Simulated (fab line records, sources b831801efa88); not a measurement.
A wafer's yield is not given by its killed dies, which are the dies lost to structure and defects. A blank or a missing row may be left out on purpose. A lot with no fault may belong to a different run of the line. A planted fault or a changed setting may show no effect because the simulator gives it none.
Problem report, 8D (eight disciplines) form, completed by code || flow sky130 || the parts of the form that need people (team, actions taken, sign-off) are left out

== 1. WHAT WENT WRONG ==
GATE_OXIDE_TW at SKY_GATE_OXIDE_TW_MEAS_14 reads a mean of 248.4 on 9 wafers of 3 lots; wafers without a fault read 224.3 with a standard deviation of 1.1. That puts it +22 standard deviations away from the usual mean.
The first sign was on wafer L384.1 at day 18 16:55, on film-metro-04. At this step, 36 wafers from 12 lots have a number in the record. Rule for "out" (also "out of limits"): further than 4 standard deviations from the usual mean. The other wafers with a number count as sound.

== 2. WHAT IT IS, AND WHAT IT ISN'T ==
{"question": "which readings at this step", "is": "GATE_OXIDE_TW", "is not": "-"}
{"question": "which lots", "is": "L384, L385, L386", "is not": "L370, L371, L373, L378, L380, L382, L391, L392, L393"}
{"question": "which wafers of those lots", "is": "all that have a number", "is not": "-"}
{"question": "read on which gauges", "is": "film-metro-03, film-metro-04", "is not": "film-metro-02"}
{"question": "when", "is": "from day 18 16:55", "is not": "up to then (18 sound wafers); but 9 sound wafers of L391, L392, L393 came after"}

== 3. THE SUSPECTS, EACH WITH WHAT RULES IT OUT ==
Counting: a tool at a process step up to the reading stays a suspect if it ran every lot that is out and no sound lot after the first of them.
- the gauge at SKY_GATE_OXIDE_TW_MEAS_14 is ruled out. The wafers that are out were read on 2 gauges (film-metro-03, film-metro-04).
- implanter-04 at SKY_GATE_OXIDE_IMPLANT_11: ruled out as a lasting fault. Sound lots L393 ran on it after its first lot that is out, L384 (day 18 16:25).
Left after counting: nothing in the record.

== 4. THE CAUSE (what the simulator had put in) ==
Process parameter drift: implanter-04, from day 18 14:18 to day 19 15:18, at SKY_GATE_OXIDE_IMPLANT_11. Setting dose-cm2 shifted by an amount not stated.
Counting ruled it out, wrongly: the rule takes a fault to strike every lot that its tool runs from its start on, and this one did not.

== 5. THE CHAIN OF EFFECTS, in route order ==
One row per reading whose mean, taken over the struck wafers that have a number, lies over 3 standard deviations from the usual. Only readings whose record carries a usual standard deviation are examined. hours: median over the lots of the time between each lot's start at the first step of this table that gives one and its start at this step. sigmas: the change, counted in usual standard deviations.
{"hours": 0, "step": "SKY_GATE_OXIDE_IMPLANT_11", "reading": "dose-ions-cm2", "usual": 2.6e+12, "on struck wafers": 3.7e+12, "change": "+1.1e+12", "sigmas": "+99 or more"}
{"hours": 0, "step": "SKY_GATE_OXIDE_IMPLANT_11", "reading": "faraday-current-uA", "usual": 14.7, "on struck wafers": 20.9, "change": "+6.2", "sigmas": "+20"}
{"hours": 0, "step": "SKY_GATE_OXIDE_TW_MEAS_14", "reading": "GATE_OXIDE_TW", "usual": 224.3, "on struck wafers": 248.4, "change": "+24.1", "sigmas": "+22"}
Its process steps:
- SKY_GATE_OXIDE_IMPLANT_11
At these later measuring or inspecting steps, every struck wafer for which the step has a row has a number for every such reading, and none has moved that far: SKY_SD_N_CD_MEAS_07.

== 6. WHAT WOULD HAVE CAUGHT IT SOONER ==
Counted from the fault's start at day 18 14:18, it took 3 hours until the first out-of-limits reading at a measuring or inspecting step in this record, taken at day 18 16:55.
Tool's own readings at SKY_GATE_OXIDE_IMPLANT_11, dose-ions-cm2, faraday-current-uA: out on all struck wafers the step has rows for; an alarm limit on them would have tripped on the first.
